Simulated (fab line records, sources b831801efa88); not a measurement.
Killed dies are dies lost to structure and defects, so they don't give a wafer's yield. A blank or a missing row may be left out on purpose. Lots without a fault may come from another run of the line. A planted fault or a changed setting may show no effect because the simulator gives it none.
One fault seen from 2 desks | flow sfq_line | each desk has only its own numbers; what lay behind them comes last

THE METROLOGY DESK
What the gauges read, lot by lot, whatever tool the lot ran on: means of the sampled wafers that have a number. A lot is out of limits, marked OUT, if its mean lies more than 4 standard deviations from the usual mean; the brackets give that distance.
Columns: A = L0_MONX_KI_RS at SFQ_L0_RS_MEAS_901, usual 43.5 ohm/sq; B = L0_MONX_KI_THK at SFQ_L0_THK_MEAS_902, usual 39.7 nm; C = M4_OVL at SFQ_M4_OVL_MEAS_926, usual -4 nm
lot  | first seen here | A    | B    | C
L785 | day 1 12:34     | 43.4 | 39.5 | -14
L786 | day 1 17:34     | 43.4 | 39.9 | -7
L787 | day 1 22:34     | 44.1 | 39.6 | -10
L788 | day 2 03:35     | 43.2 | 40.2 | -8
L789 | day 2 08:36     | 43.4 | 40.1 | 3
L790 | day 2 13:34     | 43.5 | 39.8 | -1
L791 | day 2 18:34     | 42.7 | 40.8 | -13
L793 | day 3 04:36     | 42.6 | 40.8 | 0
L795 | day 3 14:36     | 43.6 | 39.2 | 4
L800 | day 4 15:35     | 43.8 | 39.5 | -3
L801 | day 4 20:36     | 43.4 | 39.8 | -9
L807 | day 6 02:34     | 43.9 | 39.2 | -14
L808 | day 6 07:34     | 43.5 | 39.4 | -6
This desk's finding: nothing out of limits on any of the 13 lots.

THE TOOL OWNER'S DESK: pvd_sputter-06
The tool's own readings at SFQ_TRILAYER_L0_DEP_SPUTTER_003 (material MoNx KI, target thk 40 nm, time 100 s): means of the sampled wafers that have a number, for each lot that ran on this tool. A lot is out of limits, marked OUT, if its mean lies more than 4 standard deviations from the usual mean; the brackets give that distance.
Columns: A = throttle_valve_pct at SFQ_TRILAYER_L0_DEP_SPUTTER_003, usual 29.9 %
lot  | first seen here | A
L790 | day 2 13:29     | 28.6
L791 | day 2 18:29     | 28.4
L793 | day 3 04:29     | 29.5
L808 | day 6 07:29     | 28.4
This desk's finding: nothing out of limits on any of the 4 lots.

PUT TOGETHER
The metrology desk saw nothing out of limits.
The tool owner's desk saw nothing out of limits.

WHAT THE SIMULATOR HAD PUT IN
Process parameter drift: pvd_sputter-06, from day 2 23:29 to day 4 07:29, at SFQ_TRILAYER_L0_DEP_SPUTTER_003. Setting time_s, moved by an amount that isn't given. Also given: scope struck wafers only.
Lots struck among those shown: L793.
